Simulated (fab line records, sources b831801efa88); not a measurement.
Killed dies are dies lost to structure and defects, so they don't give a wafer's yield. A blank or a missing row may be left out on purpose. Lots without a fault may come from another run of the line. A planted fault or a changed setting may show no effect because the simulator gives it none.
fab line records | flow sky130
record lots=5 wafers=15 last_day=50
route steps=708 shown RES_PROTECT@209 POLY_GATE@213 LDD_N@237
lots that met no fault: from a run of the same line without faults
start_h: hours from the record's first day to the start of the lot's first wafer shown | wait_h: hours since the lot's step before | " the same as in the row above | L1.1+2: a row that stands for several wafers | - no value, or no start given | * or withheld: withheld | < > ~ a bound
route shown NAME@n: a module of which the file shows steps, and the number in the route of the first | usual: mean/standard deviation of fault-free wafers | same: alike in all rows | chamber/n: place in a boat | sites: the reading at each site | _std_site: their standard deviation | _edge_site: outer sites' mean less inner sites' | radius_mm: how far each site lies from the wafer's centre | mask NAME#n: copy n | behind: the tool/chamber that last shaped the wafer | hold: why the lot was held/for how many hours/how that ended | device: the transistor (n, p or np) that didn't switch | end of line: the same wafers' tests at the end of the route | a step without rows: its recipe alone | killed: dies lost to structure and defects at the first sort, not the wafer's yield | map: a wafer's dies, x killed, . not, _ none there
set.NAME: the setting as run; set.NAME@STEP: as run at that earlier step | model.NAME: the simulator's own value behind a step, which no gauge read
lots at some steps of the route; a table a step, a row a wafer
services: from which hour (start_h, from the record's first day; less than 0 if before it) a tool's chamber was out of use, for how many hours, and why
## steps
# step SKY_RES_PROTECT_SOFTBAKE_03
# recipe temp_c=90 time_s=60 resist=NOVOLAK
# usual heater_power_total_W=56.59/0.043 resist_line_temp_C=22.99/0.11
# columns lot.wafer tool chamber start_h wait_h heater_power_total_W resist_line_temp_C
L077.2 litho_track-03 0 350.96 0.1 56.57 23.20
L077.3 " 0 " " 56.63 23.10
L077.6 " 0 " " 56.62 23.19
L079.1 litho_track-03 0 362.68 0.1 56.63 22.88
L079.3 " 0 " " 56.59 22.93
L079.5 " 0 " " 56.57 23.01
L081.2 litho_track-03 0 382.16 0.1 56.64 23.02
L081.4 " 0 " " 56.59 23.06
L081.6 " 0 " " 56.63 22.97
L083.3 litho_track-03 0 403.08 0.1 56.55 23.01
L083.4 " 0 " " 56.63 22.99
L083.5 " 0 " " 56.58 23.18
L095.1 litho_track-04 0 503.68 0.1 56.61 23.27
L095.2 " 0 " " 56.56 23.14
L095.3 " 0 " " 56.62 22.99
# step SKY_RES_PROTECT_EXPOSE_04
# recipe mask_id=RPM na=0.6 source_shape=conventional sigma_outer=0.6 polarization=unpolarized target_cd_nm=1270 dose_mj=131
# columns lot.wafer tool chamber start_h wait_h mask
L077.2+3+6 iline_stepper-01 0 - - RPM#0
L079.1+3+5 iline_stepper-02 0 - - RPM#0
L081.2+4+6 iline_stepper-02 0 - - RPM#0
L083.3+4+5 iline_stepper-02 0 - - RPM#0
L095.1+2+3 iline_stepper-01 0 - - RPM#0
# step SKY_RES_PROTECT_PEB_05
# recipe temp_c=withheld time_s=* resist=NOVOLAK
# usual resist_line_temp_C=*
# columns lot.wafer tool chamber start_h wait_h resist_line_temp_C
L077.2 litho_track-04 0 - - *
L077.3 " 0 " " *
L077.6 " 0 " " *
L079.1 litho_track-01 0 - - *
L079.3 " 0 " " *
L079.5 " 0 " " *
L081.2 litho_track-01 0 - - *
L081.4 " 0 " " *
L081.6 " 0 " " *
L083.3 litho_track-04 0 - - *
L083.4 " 0 " " *
L083.5 " 0 " " *
L095.1 litho_track-04 0 - - *
L095.2 " 0 " " *
L095.3 " 0 " " *
# step SKY_RES_PROTECT_DEVELOP_06
# recipe resist=NOVOLAK developer=TMAH develop_time_s=60 dev_temp_c=23
# usual resist_line_temp_C=23.01/0.1
# columns lot.wafer tool chamber start_h wait_h resist_line_temp_C
L077.2 litho_track-04 0 364.61 0.1 23.11
L077.3 " 0 " " 22.89
L077.6 " 0 " " 22.90
L079.1 litho_track-01 0 376.81 0.1 22.95
L079.3 " 0 " " 23.03
L079.5 " 0 " " 23.09
L081.2 litho_track-01 0 395.74 0.1 23.17
L081.4 " 0 " " 23.22
L081.6 " 0 " " 23.17
L083.3 litho_track-04 0 416.58 0.1 22.92
L083.4 " 0 " " 23.09
L083.5 " 0 " " 23.08
L095.1 litho_track-04 0 519.48 0.1 23.01
L095.2 " 0 " " 22.88
L095.3 " 0 " " 22.89
# step SKY_POLY_GATE_IMPLANT_02
# recipe species=P energy_kev=30 dose_cm2=7.833e+15 tilt_deg=0
# usual dose_ions_cm2=7.834e+15/8.3e+12
# columns lot.wafer tool chamber start_h wait_h dose_ions_cm2
L077.2 implanter-01 0 364.76 0.1 7.843e+15
L077.3 " 0 " " 7.823e+15
L077.6 " 0 " " 7.84e+15
L079.1 implanter-03 0 376.96 0.1 7.828e+15
L079.3 " 0 " " 7.826e+15
L079.5 " 0 " " 7.825e+15
L081.2 implanter-02 0 395.89 0.1 7.833e+15
L081.4 " 0 " " 7.839e+15
L081.6 " 0 " " 7.827e+15
L083.3 implanter-03 0 416.73 0.1 7.824e+15
L083.4 " 0 " " 7.841e+15
L083.5 " 0 " " 7.835e+15
L095.1 implanter-02 0 519.63 0.1 7.824e+15
L095.2 " 0 " " 7.823e+15
L095.3 " 0 " " 7.829e+15
# step SKY_RES_PROTECT_STRIP_07
# recipe chemistry=O2/N2 power_w=1400 pressure_mtorr=1500 platen_temp_c=withheld o2_flow_sccm=3000 n2_flow_sccm=300 overash_fraction=0.5
# usual drypump_motor_current_A=5.9/0.43 oes_product_au=0.516/0.0045 strip_time_to_endpoint_s=23.35/0.041
# columns lot.wafer tool chamber start_h wait_h drypump_motor_current_A oes_product_au rf_hours_counter_h strip_time_to_endpoint_s
L077.2 plasma_asher-03 1 364.88 0.1 5.6 0.516 66 23.33
L077.3 " 1 " " 5.6 0.515 - 23.34
L077.6 " 0 " " 5.8 0.514 - 23.36
L079.1 plasma_asher-04 0 377.11 0.1 6.5 0.521 54 23.38
L079.3 " 0 " " 6.5 0.519 - 23.39
L079.5 " 0 " " 6.5 0.514 - 23.32
L081.2 plasma_asher-01 1 396.01 0.1 6.4 0.517 29 23.30
L081.4 " 1 " " 6.4 0.515 - 23.28
L081.6 " 1 " " 6.4 0.516 - 23.33
L083.3 plasma_asher-01 0 416.86 0.1 5.4 0.524 - 23.34
L083.4 " 1 " " 6.4 0.509 - 23.34
L083.5 " 0 " " 5.4 0.509 - 23.36
L095.1 plasma_asher-01 1 519.78 0.1 6.4 0.511 42 23.48
L095.2 " 0 " " 5.4 0.513 42 23.44
L095.3 " 1 " " 6.4 0.506 - 23.45
# step SKY_RES_PROTECT_TW_MEAS_08
# usual POLY_GATE_TW=4026/25
# columns lot.wafer tool chamber start_h wait_h POLY_GATE_TW
L077.2 film_metro-03 - 364.99 0.1 4025
L077.3 " - " " 4042
L077.6 " - " " 4032
L079.1 film_metro-03 - 377.21 0.1 4019
L079.3 " - " " 4041
L079.5 " - " " 4020
L081.2 film_metro-04 - 396.12 0.1 4054
L081.4 " - " " 4029
L081.6 " - " " 4023
L083.3 film_metro-03 - 416.95 0.1 4032
L083.4 " - " " 4026
L083.5 " - " " 4031
L095.1 film_metro-03 - 519.88 0.1 4025
L095.2 " - " " 4023
L095.3 " - " " 4008
# step SKY_RES_PROTECT_CLEAN_09
# recipe chemistry=SC1/SC2 mix=1:4:20 temp_c=70 time_s=150 dry=n2_spin
# columns lot.wafer tool chamber start_h wait_h
L077.2+3+6 wet_bench-02 0 365.04 0.0
L079.1+3+5 wet_bench-02 0 377.27 0.1
L081.2+4+6 wet_bench-04 0 396.17 0.0
L083.3+4+5 wet_bench-04 3 416.99 0.0
L095.1+2+3 wet_bench-01 0 519.94 0.1
# step SKY_POLY_GATE_CVD_03
# recipe material=Si3N4 precursor=DCS/NH3 target_thk_nm=75 temp_c=770 time_s=1290 pressure_mtorr=250
# usual spike_tc_centre_C=772.5/1.3
# columns lot.wafer tool chamber start_h wait_h spike_tc_centre_C
L077.2 lpcvd-02 0 365.54 0.5 771.5
L077.3 " 0 " " 770.5
L077.6 " 0 " " 773.3
L079.1 lpcvd-02 0 377.32 0.0 772.2
L079.3 " 0 " " 773.8
L079.5 " 0 " " 774.4
L081.2 lpcvd-02 0 396.37 0.1 770.5
L081.4 " 0 " " 771.2
L081.6 " 0 " " 773.9
L083.3 lpcvd-02 0 418.44 1.4 774.6
L083.4 " 0 " " 771.8
L083.5 " 0 " " 771.9
L095.1 lpcvd-02 1 520.08 0.1 771.0
L095.2 " 1 " " 771.2
L095.3 " 1 " " 771.6
# step SKY_POLY_GATE_THK_MEAS_04
# recipe reads=Si3N4_of_POLY_GATE_CVD_03
# usual POLY_GATE_CVD_03_THK=74.9/0.64
# columns lot.wafer tool chamber start_h wait_h POLY_GATE_CVD_03_THK[nm]
L077.2 film_metro-03 - 366.91 0.0 75.3
L077.3 " - " " 75.4
L077.6 " - " " 75.4
L079.1 film_metro-01 - 378.68 0.0 73.7
L079.3 " - " " 74.4
L079.5 " - " " 74.1
L081.2 film_metro-01 - 397.73 0.0 75.0
L081.4 " - " " 74.8
L081.6 " - " " 74.6
L083.3 film_metro-03 - 419.82 0.0 75.2
L083.4 " - " " 75.2
L083.5 " - " " 75.4
L095.1 film_metro-01 - 521.44 0.0 75.3
L095.2 " - " " 75.4
L095.3 " - " " 74.9
# step SKY_POLY_GATE_DEHYDRATE_05
# recipe temp_c=200 time_s=60
# usual heater_power_total_W=160.37/0.13 resist_line_temp_C=22.99/0.12
# columns lot.wafer tool chamber start_h wait_h heater_power_total_W resist_line_temp_C
L077.2 litho_track-01 0 380.49 13.6 160.33 22.92
L077.3 " 0 " " 160.25 23.03
L077.6 " 0 " " 160.41 23.13
L079.1 litho_track-04 0 391.98 13.3 160.29 22.88
L079.3 " 0 " " 160.35 22.91
L079.5 " 0 " " 160.24 23.03
L081.2 litho_track-01 0 411.04 13.3 160.40 22.84
L081.4 " 0 " " 160.35 22.75
L081.6 " 0 " " 160.34 22.78
L083.3 litho_track-01 0 434.21 14.4 160.32 23.03
L083.4 " 0 " " 160.38 23.20
L083.5 " 0 " " 160.38 22.93
L095.1 litho_track-01 0 535.51 14.1 160.48 23.04
L095.2 " 0 " " 160.33 22.85
L095.3 " 0 " " 160.25 22.99
# step SKY_POLY_GATE_HMDS_06
# recipe prime_time_s=60 prime_temp_c=120
# usual resist_line_temp_C=22.98/0.11
# columns lot.wafer tool chamber start_h wait_h resist_line_temp_C
L077.2 litho_track-01 0 380.64 0.1 23.07
L077.3 " 0 " " 23.16
L077.6 " 0 " " 23.04
L079.1 litho_track-04 0 392.13 0.1 23.11
L079.3 " 0 " " 22.94
L079.5 " 0 " " 23.05
L081.2 litho_track-01 0 411.19 0.1 23.13
L081.4 " 0 " " 23.04
L081.6 " 0 " " 23.21
L083.3 litho_track-01 0 434.36 0.1 23.07
L083.4 " 0 " " 22.93
L083.5 " 0 " " 23.02
L095.1 litho_track-01 0 535.66 0.1 23.07
L095.2 " 0 " " 23.14
L095.3 " 0 " " 23.13
# step SKY_POLY_GATE_COAT_07
# recipe resist=BARC temp_c=withheld time_s=withheld spin_rpm=3000 resist_thk_nm=110
# usual resist_line_temp_C=*
# columns lot.wafer tool chamber start_h wait_h resist_line_temp_C
L077.2 litho_track-01 0 380.79 0.1 *
L077.3 " 0 " " *
L077.6 " 0 " " *
L079.1 litho_track-04 0 392.28 0.1 *
L079.3 " 0 " " *
L079.5 " 0 " " *
L081.2 litho_track-01 0 411.34 0.1 *
L081.4 " 0 " " *
L081.6 " 0 " " *
L083.3 litho_track-01 0 434.51 0.1 *
L083.4 " 0 " " *
L083.5 " 0 " " *
L095.1 litho_track-01 0 535.81 0.1 *
L095.2 " 0 " " *
L095.3 " 0 " " *
# step SKY_POLY_GATE_COAT_08
# recipe resist=KrF-thick spin_rpm=3000 resist_thk_nm=450
# usual resist_line_temp_C=23.00/0.1
# columns lot.wafer tool chamber start_h wait_h resist_line_temp_C
L077.2 litho_track-01 0 - - 23.02
L077.3 " 0 " " 23.11
L077.6 " 0 " " 23.09
L079.1 litho_track-04 0 - - 23.02
L079.3 " 0 " " 23.06
L079.5 " 0 " " 23.01
L081.2 litho_track-01 0 - - 22.84
L081.4 " 0 " " 23.11
L081.6 " 0 " " 22.95
L083.3 litho_track-01 0 - - 23.09
L083.4 " 0 " " 23.15
L083.5 " 0 " " 23.11
L095.1 litho_track-01 0 - - 22.83
L095.2 " 0 " " 23.10
L095.3 " 0 " " 23.05
# step SKY_POLY_GATE_SOFTBAKE_09
# recipe temp_c=100 time_s=90 resist=KrF-thick
# usual heater_power_total_W=57.36/0.11 resist_line_temp_C=23.00/0.11
# columns lot.wafer tool chamber start_h wait_h heater_power_total_W resist_line_temp_C
L077.2 litho_track-01 0 - - 57.48 22.88
L077.3 " 0 " " 57.18 22.92
L077.6 " 0 " " 57.36 22.93
L079.1 litho_track-04 0 - - 57.22 22.72
L079.3 " 0 " " 57.21 22.87
L079.5 " 0 " " 57.33 22.72
L081.2 litho_track-01 0 - - 57.17 23.32
L081.4 " 0 " " 57.31 23.09
L081.6 " 0 " " 57.24 23.16
L083.3 litho_track-01 0 - - 57.54 22.83
L083.4 " 0 " " 57.53 22.99
L083.5 " 0 " " 57.51 22.94
L095.1 litho_track-01 0 - - 57.38 23.05
L095.2 " 0 " " 57.58 22.84
L095.3 " 0 " " 57.43 22.91
# step SKY_POLY_GATE_EXPOSE_10
# recipe mask_id=P1M na=0.68 source_shape=conventional sigma_outer=0.6 target_cd_nm=150 dose_mj=28
# columns lot.wafer tool chamber start_h wait_h mask
L077.2+3+6 krf_scanner-02 0 - - P1M#0
L079.1+3+5 krf_scanner-02 0 - - P1M#0
L081.2+4+6 krf_scanner-02 0 - - P1M#0
L083.3+4+5 krf_scanner-01 0 - - P1M#0
L095.1+2+3 krf_scanner-01 0 - - P1M#0
# step SKY_POLY_GATE_PEB_11
# recipe peb_temp_c=withheld peb_time_s=withheld resist=KrF-thick
# usual resist_line_temp_C=*
# columns lot.wafer tool chamber start_h wait_h resist_line_temp_C
L077.2 litho_track-04 0 - - *
L077.3 " 0 " " *
L077.6 " 0 " " *
L079.1 litho_track-01 0 - - *
L079.3 " 0 " " *
L079.5 " 0 " " *
L081.2 litho_track-04 0 - - *
L081.4 " 0 " " *
L081.6 " 0 " " *
L083.3 litho_track-01 0 - - *
L083.4 " 0 " " *
L083.5 " 0 " " *
L095.1 litho_track-04 0 - - *
L095.2 " 0 " " *
L095.3 " 0 " " *
# step SKY_POLY_GATE_DEVELOP_12
# recipe develop_time_s=60 resist=KrF-thick dev_temp_c=21
# usual resist_line_temp_C=23.01/0.1
# columns lot.wafer tool chamber start_h wait_h resist_line_temp_C
L077.2 litho_track-04 0 - - 23.04
L077.3 " 0 " " 22.94
L077.6 " 0 " " 22.88
L079.1 litho_track-01 0 - - 23.12
L079.3 " 0 " " 22.95
L079.5 " 0 " " 22.95
L081.2 litho_track-04 0 - - 22.86
L081.4 " 0 " " 22.93
L081.6 " 0 " " 23.05
L083.3 litho_track-01 0 - - 22.98
L083.4 " 0 " " 22.98
L083.5 " 0 " " 23.00
L095.1 litho_track-04 0 - - 22.97
L095.2 " 0 " " 23.01
L095.3 " 0 " " 23.04
# step SKY_POLY_GATE_CD_MEAS_13
# recipe target_cd_nm=150
# usual cd_nm=150.1/1.3
# columns lot.wafer tool chamber start_h wait_h cd_nm
L077.2 cd_sem-02 - 394.95 - 148.9
L077.3 " - " " 149.7
L077.6 " - " " 149.1
L079.1 cd_sem-02 - 406.66 - 150.3
L079.3 " - " " 150.3
L079.5 " - " " 148.9
L081.2 cd_sem-02 - 426.45 - 149.7
L081.4 " - " " 150.0
L081.6 " - " " 148.9
L083.3 cd_sem-01 - 450.55 - 149.7
L083.4 " - " " 148.5
L083.5 " - " " 149.1
L095.1 cd_sem-01 - 552.43 - 152.4
L095.2 " - " " 150.9
L095.3 " - " " 152.1
# step SKY_POLY_GATE_OVL_MEAS_14
# usual POLY_GATE_OVL=5/5.2
# columns lot.wafer tool chamber start_h wait_h POLY_GATE_OVL[nm]
L077.2 overlay-01 - 395.06 0.1 8
L077.3 " - " " 9
L077.6 " - " " 9
L079.1 overlay-02 - 406.78 0.1 9
L079.3 " - " " 12
L079.5 " - " " 3
L081.2 overlay-02 - 426.56 0.1 -2
L081.4 " - " " -1
L081.6 " - " " -2
L083.3 overlay-01 - 450.64 0.1 0
L083.4 " - " " 5
L083.5 " - " " 0
L095.1 overlay-01 - 552.55 0.1 4
L095.2 " - " " -4
L095.3 " - " " 9
# step SKY_POLY_GATE_ETCH_15
# recipe chemistry=N2/H2 target=BARC ion_energy_ev=200 source_w=500 bias_w=100 pressure_mtorr=30 n2_flow_sccm=100 h2_flow_sccm=200 stop_on=SiO2 time_s=118.5 target_depth_a=1100
# usual drypump_motor_current_A=5.5/0.55 oes_product_au=0.716/0.0052 throttle_valve_pct=13.212/0.0093
# columns lot.wafer tool chamber start_h wait_h drypump_motor_current_A oes_product_au rf_hours_counter_h throttle_valve_pct
L077.2 rie_diel-04 1 395.09 0.0 6.2 0.718 38 13.206
L077.3 " 3 " " 6.6 0.712 11 13.194
L077.6 " 2 " " 6.1 0.710 - 13.219
L079.1 rie_diel-02 0 406.82 0.0 4.7 0.714 2 13.200
L079.3 " 1 " " 5.3 0.713 8 13.196
L079.5 " 0 " " 4.7 0.718 - 13.216
L081.2 rie_diel-02 2 426.59 0.0 5.9 0.726 6 13.223
L081.4 " 1 " " 5.3 0.721 9 13.213
L081.6 " 1 " " 5.3 0.718 - 13.219
L083.3 rie_diel-02 0 450.67 0.0 4.7 0.708 3 13.212
L083.4 " 1 " " 5.3 0.722 9 13.209
L083.5 " 3 " " 4.7 0.717 - 13.200
L095.1 rie_diel-03 1 552.59 0.0 5.5 0.712 3 13.232
L095.2 " 2 " " 5.2 0.721 65 13.192
L095.3 " 0 " " 5.2 0.717 5 13.206
# step SKY_POLY_GATE_ETCH_16
# recipe stop_on=poly-Si chemistry=CH3F/O2 target=Si3N4 source_w=405.8 bias_w=80 pressure_mtorr=25 ch3f_flow_sccm=40 O2_flow_sccm=30 time_s=147.5 target_depth_a=750
# usual drypump_motor_current_A=5.5/0.56 oes_product_au=0.640/0.0054 throttle_valve_pct=10.536/0.0096
# columns lot.wafer tool chamber start_h wait_h drypump_motor_current_A oes_product_au rf_hours_counter_h throttle_valve_pct
L077.2 rie_diel-04 1 395.17 0.0 6.1 0.640 38 10.514
L077.3 " 3 " " 6.6 0.643 11 10.540
L077.6 " 2 " " 6.1 0.645 - 10.543
L079.1 rie_diel-02 0 406.90 0.0 4.7 0.629 2 10.549
L079.3 " 1 " " 5.3 0.638 8 10.533
L079.5 " 0 " " 4.7 0.632 - 10.540
L081.2 rie_diel-02 2 426.67 0.0 5.9 0.639 6 10.536
L081.4 " 1 " " 5.3 0.637 9 10.531
L081.6 " 1 " " 5.3 0.654 - 10.539
L083.3 rie_diel-02 0 450.75 0.0 4.7 0.638 3 10.530
L083.4 " 1 " " 5.3 0.638 9 10.543
L083.5 " 3 " " 4.7 0.645 - 10.537
L095.1 rie_diel-03 1 552.67 0.0 5.5 0.633 3 10.549
L095.2 " 2 " " 5.2 0.635 65 10.547
L095.3 " 0 " " 5.2 0.641 5 10.537
# step SKY_POLY_GATE_ETCH_17
# recipe target_depth_nm=180 stop_on=SiO2 over_etch_frac=0.56667 chemistry=HBr/Cl2 target=poly-Si icp_w=400 bias_w=100 pressure_mtorr=10 HBr_flow_sccm=150 Cl2_flow_sccm=50 time_s=70.5
# usual HBr_flow_sccm=150.0/0.44 drypump_motor_current_A=5.5/0.45 he_backside_leak_sccm=2.59/0.21 oes_product_au=0.984/0.011 throttle_valve_pct=33.684/0.0081
# same over_etch_frac=0.56667
# columns lot.wafer tool chamber start_h wait_h HBr_flow_sccm drypump_motor_current_A he_backside_leak_sccm oes_product_au rf_hours_counter_h throttle_valve_pct
L077.2 rie_si-01 3 395.27 0.0 149.6 6.0 2.44 0.974 1 33.688
L077.3 " 2 " " 150.5 5.7 2.47 0.995 3 33.686
L077.6 " 2 " " 150.5 5.8 2.43 0.998 - 33.684
L079.1 rie_si-01 3 407.00 0.0 149.7 5.9 2.40 0.979 1 33.679
L079.3 " 1 " " 150.4 5.0 2.39 0.981 61 33.705
L079.5 " 2 " " 149.4 5.8 2.35 0.988 - 33.673
L081.2 rie_si-01 2 426.77 0.0 149.9 5.8 2.37 0.987 3 33.683
L081.4 " 1 " " 150.0 5.0 2.54 0.988 61 33.700
L081.6 " 3 " " 149.7 6.0 2.41 0.978 - 33.689
L083.3 rie_si-01 0 450.85 0.0 149.9 5.3 2.57 0.993 1 33.681
L083.4 " 3 " " 149.6 6.0 2.41 0.982 2 33.679
L083.5 " 2 " " 149.7 5.7 2.42 1.005 - 33.689
L095.1 rie_si-01 1 552.77 0.0 150.0 5.0 2.45 1.000 0 33.689
L095.2 " 0 " " 149.3 5.3 2.46 0.983 2 33.691
L095.3 " 2 " " 149.7 5.8 2.36 1.002 4 33.681
# step SKY_POLY_GATE_STRIP_18
# recipe chemistry=O2/N2 power_w=1400 pressure_mtorr=1500 platen_temp_c=withheld o2_flow_sccm=3000 n2_flow_sccm=300 overash_fraction=0.5
# usual drypump_motor_current_A=5.9/0.51 oes_product_au=0.361/0.0045 strip_time_to_endpoint_s=3.18/0.06
# columns lot.wafer tool chamber start_h wait_h drypump_motor_current_A oes_product_au rf_hours_counter_h strip_time_to_endpoint_s
L077.2 plasma_asher-02 1 395.32 0.0 5.5 0.363 71 3.16
L077.3 " 1 " " 5.5 0.364 - 3.19
L077.6 " 0 " " 6.8 0.360 - 3.05
L079.1 plasma_asher-02 0 407.05 0.0 6.7 0.367 72 3.25
L079.3 " 1 " " 5.5 0.358 - 3.24
L079.5 " 1 " " 5.5 0.365 - 3.20
L081.2 plasma_asher-03 1 426.82 0.0 5.6 0.354 69 3.08
L081.4 " 1 " " 5.6 0.365 - 3.25
L081.6 " 1 " " 5.6 0.361 - 3.23
L083.3 plasma_asher-01 1 450.94 0.1 6.4 0.364 - 3.15
L083.4 " 0 " " 5.4 0.363 - 3.26
L083.5 " 1 " " 6.4 0.357 - 3.11
L095.1 plasma_asher-03 0 552.82 0.0 5.8 0.368 82 3.19
L095.2 " 1 " " 5.5 0.359 82 3.16
L095.3 " 0 " " 5.8 0.358 - 3.12
# step SKY_POLY_GATE_CLEAN_19
# recipe chemistry=SC1/SC2 mix=1:4:20 temp_c=70 time_s=150 dry=n2_spin
# columns lot.wafer tool chamber start_h wait_h
L077.2+3+6 wet_bench-02 3 395.42 0.1
L079.1+3+5 wet_bench-04 0 407.15 0.1
L081.2+4+6 wet_bench-02 3 426.92 0.1
L083.3+4+5 wet_bench-04 3 451.01 0.0
L095.1+2+3 wet_bench-02 1 552.92 0.1
# step SKY_POLY_GATE_OXIDATION_20
# recipe temp_c=850 ambient=O2 stabilise_s=600 purge_s=300 target_thk_a=40 ox_time_s=899
# usual spike_tc_centre_C=850.2/1.4
# columns lot.wafer tool chamber start_h wait_h spike_tc_centre_C
L077.2 furnace-01 0 404.75 9.3 847.9
L077.3 " 0 " " 850.5
L077.6 " 0 " " 849.0
L079.1 furnace-01 0 412.92 5.7 850.2
L079.3 " 0 " " 850.6
L079.5 " 0 " " 848.1
L081.2 furnace-01 0 428.52 1.5 848.3
L081.4 " 0 " " 848.4
L081.6 " 0 " " 847.6
L083.3 furnace-01 0 451.06 0.0 849.8
L083.4 " 0 " " 849.1
L083.5 " 0 " " 849.7
L095.1 furnace-02 0 553.87 0.9 851.2
L095.2 " 0 " " 849.5
L095.3 " 0 " " 850.5
# step SKY_POLY_GATE_THK_MEAS_21
# recipe reads=SiO2_of_POLY_GATE_OXIDATION_20
# usual POLY_GATE_OXIDATION_THK=4.05/0.082
# columns lot.wafer tool chamber start_h wait_h POLY_GATE_OXIDATION_THK[nm]
L077.2 film_metro-02 - 406.01 0.0 4.01
L077.3 " - " " 4.11
L077.6 " - " " 4.09
L079.1 film_metro-03 - 414.17 0.0 4.10
L079.3 " - " " 4.09
L079.5 " - " " 4.07
L081.2 film_metro-02 - 429.78 0.0 4.05
L081.4 " - " " 3.92
L081.6 " - " " 3.98
L083.3 film_metro-01 - 452.32 0.0 4.11
L083.4 " - " " 4.04
L083.5 " - " " 4.08
L095.1 film_metro-02 - 555.12 0.0 4.12
L095.2 " - " " 4.11
L095.3 " - " " 4.17
# step SKY_POLY_GATE_CD_MEAS_22
# usual cd_nm=150.2/2.8
# columns lot.wafer tool chamber start_h wait_h cd_nm
L077.2 cd_sem-02 - 406.08 0.1 153.6
L077.3 " - " " 149.3
L077.6 " - " " 150.2
L079.1 cd_sem-02 - 414.23 0.1 147.9
L079.3 " - " " 148.1
L079.5 " - " " 145.2
L081.2 cd_sem-02 - 429.88 0.1 151.1
L081.4 " - " " 149.1
L081.6 " - " " 152.0
L083.3 cd_sem-01 - 452.42 0.1 148.3
L083.4 " - " " 151.5
L083.5 " - " " 147.9
L095.1 cd_sem-02 - 555.18 0.1 152.5
L095.2 " - " " 148.2
L095.3 " - " " 155.6
# step SKY_LDD_N_DEHYDRATE_00
# recipe temp_c=200 time_s=60
# usual heater_power_total_W=160.38/0.13 resist_line_temp_C=23.00/0.098
# columns lot.wafer tool chamber start_h wait_h heater_power_total_W resist_line_temp_C
L077.2 litho_track-03 0 419.11 13.0 160.58 22.84
L077.3 " 0 " " 160.26 22.81
L077.6 " 0 " " 160.38 22.94
L079.1 litho_track-03 0 427.98 13.7 160.19 22.94
L079.3 " 0 " " 160.47 22.88
L079.5 " 0 " " 160.54 23.01
L081.2 litho_track-02 0 445.09 15.2 160.24 23.02
L081.4 " 0 " " 160.39 22.90
L081.6 " 0 " " 160.48 22.98
L083.3 litho_track-03 0 467.38 14.9 160.48 22.98
L083.4 " 0 " " 160.39 23.21
L083.5 " 0 " " 160.50 22.96
L095.1 litho_track-03 0 569.48 14.3 160.17 22.95
L095.2 " 0 " " 160.45 23.02
L095.3 " 0 " " 160.42 23.04
# step SKY_LDD_N_HMDS_01
# recipe prime_time_s=60 prime_temp_c=120
# usual resist_line_temp_C=22.99/0.1
# columns lot.wafer tool chamber start_h wait_h resist_line_temp_C
L077.2 litho_track-03 0 419.26 0.1 22.92
L077.3 " 0 " " 22.96
L077.6 " 0 " " 22.94
L079.1 litho_track-03 0 428.13 0.1 22.93
L079.3 " 0 " " 22.92
L079.5 " 0 " " 22.91
L081.2 litho_track-02 0 445.24 0.1 23.18
L081.4 " 0 " " 23.03
L081.6 " 0 " " 23.01
L083.3 litho_track-03 0 467.53 0.1 22.98
L083.4 " 0 " " 23.17
L083.5 " 0 " " 23.15
L095.1 litho_track-03 0 569.63 0.1 22.93
L095.2 " 0 " " 22.90
L095.3 " 0 " " 23.03
# step SKY_LDD_N_COAT_02
# recipe resist=NOVOLAK spin_rpm=3000 resist_thk_nm=300
# usual resist_line_temp_C=22.98/0.094
# columns lot.wafer tool chamber start_h wait_h resist_line_temp_C
L077.2 litho_track-03 0 419.41 0.1 23.06
L077.3 " 0 " " 22.98
L077.6 " 0 " " 23.07
L079.1 litho_track-03 0 428.28 0.1 22.98
L079.3 " 0 " " 22.93
L079.5 " 0 " " 23.00
L081.2 litho_track-02 0 445.39 0.1 22.87
L081.4 " 0 " " 22.81
L081.6 " 0 " " 22.98
L083.3 litho_track-03 0 467.68 0.1 23.01
L083.4 " 0 " " 22.93
L083.5 " 0 " " 22.95
L095.1 litho_track-03 0 569.78 0.1 23.05
L095.2 " 0 " " 23.11
L095.3 " 0 " " 23.01
# step SKY_LDD_N_SOFTBAKE_03
# recipe temp_c=90 time_s=60 resist=NOVOLAK
# usual heater_power_total_W=56.60/0.041 resist_line_temp_C=23.03/0.11
# columns lot.wafer tool chamber start_h wait_h heater_power_total_W resist_line_temp_C
L077.2 litho_track-03 0 419.56 0.1 56.56 23.20
L077.3 " 0 " " 56.58 23.14
L077.6 " 0 " " 56.65 23.00
L079.1 litho_track-03 0 428.43 0.1 56.63 22.90
L079.3 " 0 " " 56.60 22.93
L079.5 " 0 " " 56.53 22.71
L081.2 litho_track-02 0 445.54 0.1 56.56 22.98
L081.4 " 0 " " 56.57 23.21
L081.6 " 0 " " 56.60 23.10
L083.3 litho_track-03 0 467.83 0.1 56.55 23.14
L083.4 " 0 " " 56.58 23.05
L083.5 " 0 " " 56.63 23.02
L095.1 litho_track-03 0 569.93 0.1 56.58 22.83
L095.2 " 0 " " 56.52 22.94
L095.3 " 0 " " 56.60 22.91
# step SKY_LDD_N_EXPOSE_04
# recipe mask_id=NTM target_cd_nm=840 na=0.6 source_shape=conventional sigma_outer=0.6 dose_mj=110
# columns lot.wafer tool chamber start_h wait_h mask
L077.2+3+6 iline_stepper-02 0 - - NTM#0
L079.1+3+5 iline_stepper-02 0 - - NTM#0
L081.2+4+6 iline_stepper-02 0 - - NTM#0
L083.3+4+5 iline_stepper-02 0 - - NTM#0
L095.1+2+3 iline_stepper-01 0 - - NTM#0
## services
# columns tool chamber start_h hours kind
rie_si-01 - 337.79 0.5 repair
wet_bench-04 - 340.91 1.9 pm
plasma_asher-03 - 350.02 0.5 repair
iline_stepper-01 - 353.22 1.8 repair
krf_scanner-02 - 361.06 1.0 pm
krf_scanner-02 - 369.95 1.3 pm
plasma_asher-03 - 372.12 28.1 pm
iline_stepper-02 - 379.58 1.7 pm
rie_si-01 2 380.63 0.9 repair
krf_scanner-02 - 395.69 0.8 pm
rie_si-01 2 411.65 4.3 repair
lpcvd-02 - 417.44 0.9 repair
iline_stepper-01 - 427.33 1.7 pm
furnace-01 - 436.77 4.3 pm
krf_scanner-02 - 444.19 2.6 repair
furnace-01 - 473.89 2.2 pm
krf_scanner-02 - 477.87 1.9 repair
rie_diel-02 0 517.90 3.3 repair
rie_diel-02 1 518.78 7.3 repair
rie_si-01 - 531.62 10.0 pm
iline_stepper-02 - 541.77 0.8 pm
rie_si-01 3 552.04 15.1 repair
rie_si-01 2 558.46 5.9 repair
iline_stepper-02 - 560.23 7.2 repair
## key
fault none
